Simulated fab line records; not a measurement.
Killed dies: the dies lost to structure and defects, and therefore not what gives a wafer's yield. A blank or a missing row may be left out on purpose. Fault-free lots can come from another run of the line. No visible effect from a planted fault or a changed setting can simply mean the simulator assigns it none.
Which tool is to blame? / flow sfq-line / Sampling: 13 lots, 39 wafers, 2 of 325 route steps

## WHAT THE GAUGES READ, wafer by wafer
SFQ_M1_RS_MEAS_909: the measuring method here is four-point-probe. Usual: M1_NB_RS typically reads 0.887 ohm/sq, with standard deviation 0.0081.
lot=L270; measured=day 15 03:50; on=film-metro-01; M1_NB_RS (ohm/sq)=0.891 0.891 0.887; flag=
lot=L271; measured=day 15 19:27; on=film-metro-03; M1_NB_RS (ohm/sq)=0.886 0.881 0.877; flag=
lot=L272; measured=day 15 23:03; on=film-metro-01; M1_NB_RS (ohm/sq)=0.906 0.899 0.904; flag=
lot=L273; measured=day 16 05:13; on=film-metro-04; M1_NB_RS (ohm/sq)=0.878 0.878 0.874; flag=
lot=L275; measured=day 18 01:45; on=film-metro-03; M1_NB_RS (ohm/sq)=0.896 0.893 0.887; flag=
lot=L277; measured=day 18 19:36; on=film-metro-03; M1_NB_RS (ohm/sq)=0.896 0.899 0.888; flag=
lot=L278; measured=day 19 09:40; on=film-metro-03; M1_NB_RS (ohm/sq)=0.880 0.876 0.880; flag=
lot=L279; measured=day 19 20:35; on=film-metro-03; M1_NB_RS (ohm/sq)=0.879 0.876 0.882; flag=
lot=L280; measured=day 20 02:37; on=film-metro-04; M1_NB_RS (ohm/sq)=0.884 0.881 0.882; flag=
lot=L282; measured=day 20 17:31; on=film-metro-01; M1_NB_RS (ohm/sq)=0.895 0.901 0.901; flag=
lot=L284; measured=day 22 04:55; on=film-metro-04; M1_NB_RS (ohm/sq)=0.886 0.890 0.887; flag=
lot=L285; measured=day 22 11:34; on=film-metro-03; M1_NB_RS (ohm/sq)=0.884 0.557 0.876; flag=OFF
lot=L292; measured=day 26 20:29; on=film-metro-03; M1_NB_RS (ohm/sq)=0.887 0.889 0.893; flag=

## TOOL THAT RAN EACH LOT (tool first, then ch and the chambers of the sampled wafers, then the start)
lot=L270; SFQ_TRILAYER_M1_DEP_SPUTTER_037=pvd-sputter-04, day 15 03:45
lot=L271; SFQ_TRILAYER_M1_DEP_SPUTTER_037=pvd-sputter-04, day 15 19:20
lot=L272; SFQ_TRILAYER_M1_DEP_SPUTTER_037=pvd-sputter-04, day 15 22:56
lot=L273; SFQ_TRILAYER_M1_DEP_SPUTTER_037=pvd-sputter-03, day 16 05:04
lot=L275; SFQ_TRILAYER_M1_DEP_SPUTTER_037=pvd-sputter-04, day 18 01:40
lot=L277; SFQ_TRILAYER_M1_DEP_SPUTTER_037=pvd-sputter-04, day 18 19:30
lot=L278; SFQ_TRILAYER_M1_DEP_SPUTTER_037=pvd-sputter-03, day 19 09:34
lot=L279; SFQ_TRILAYER_M1_DEP_SPUTTER_037=pvd-sputter-03, day 19 20:29
lot=L280; SFQ_TRILAYER_M1_DEP_SPUTTER_037=pvd-sputter-03, day 20 02:29
lot=L282; SFQ_TRILAYER_M1_DEP_SPUTTER_037=pvd-sputter-03, day 20 17:25
lot=L284; SFQ_TRILAYER_M1_DEP_SPUTTER_037=pvd-sputter-04, day 22 04:48
lot=L285; SFQ_TRILAYER_M1_DEP_SPUTTER_037=pvd-sputter-03, day 22 11:26
lot=L292; SFQ_TRILAYER_M1_DEP_SPUTTER_037=pvd-sputter-03, day 26 20:24
- SFQ_TRILAYER_M1_DEP_SPUTTER_037: material Nb, target thk 200 nm, time 133.3 s.

## AS READ BY THE TOOLS THEMSELVES (means over the sampled wafers that have a number; for cases with no such wafer, the mark the record gives instead)
SFQ_TRILAYER_M1_DEP_SPUTTER_037. Usual: throttle-valve-pct 29.7 %, standard deviation 0.91.
lot=L270; tool=pvd-sputter-04; throttle-valve-pct (%)=30.0; flag=
lot=L271; tool=pvd-sputter-04; throttle-valve-pct (%)=30.7; flag=
lot=L272; tool=pvd-sputter-04; throttle-valve-pct (%)=29.4; flag=
lot=L273; tool=pvd-sputter-03; throttle-valve-pct (%)=29.3; flag=
lot=L275; tool=pvd-sputter-04; throttle-valve-pct (%)=29.5; flag=
lot=L277; tool=pvd-sputter-04; throttle-valve-pct (%)=29.6; flag=
lot=L278; tool=pvd-sputter-03; throttle-valve-pct (%)=29.4; flag=
lot=L279; tool=pvd-sputter-03; throttle-valve-pct (%)=29.1; flag=
lot=L280; tool=pvd-sputter-03; throttle-valve-pct (%)=29.8; flag=
lot=L282; tool=pvd-sputter-03; throttle-valve-pct (%)=29.3; flag=
lot=L284; tool=pvd-sputter-04; throttle-valve-pct (%)=29.8; flag=
lot=L285; tool=pvd-sputter-03; throttle-valve-pct (%)=29.3; flag=
lot=L292; tool=pvd-sputter-03; throttle-valve-pct (%)=29.6; flag=

## THE ANSWER, worked out from the rows above alone
Rule: a lot counts as off when the mean over its wafers that have a number is more than 3 standard deviations away from the usual mean. Also off: a lot with no number at a reading for which 4 or more lots have one. The other lots that the step has rows for count as sound. The gauges are gone through in route order, then the tools' own readings, and for those a lot's mean is taken as printed above. The first step at which some lot is off is used, and at that step the reading that is off furthest; a lot without a number counts as furthest.
Off: L285, seen at SFQ_M1_RS_MEAS_909 (M1_NB_RS).
If a tool, at a process step before that reading, ran all the lots that are off and no sound lot after the first of them, it fits. Gauges at SFQ_M1_RS_MEAS_909: tried the same way as those tools. Of those tried, none fits.

## WHAT WAS PUT IN BY THE SIMULATOR
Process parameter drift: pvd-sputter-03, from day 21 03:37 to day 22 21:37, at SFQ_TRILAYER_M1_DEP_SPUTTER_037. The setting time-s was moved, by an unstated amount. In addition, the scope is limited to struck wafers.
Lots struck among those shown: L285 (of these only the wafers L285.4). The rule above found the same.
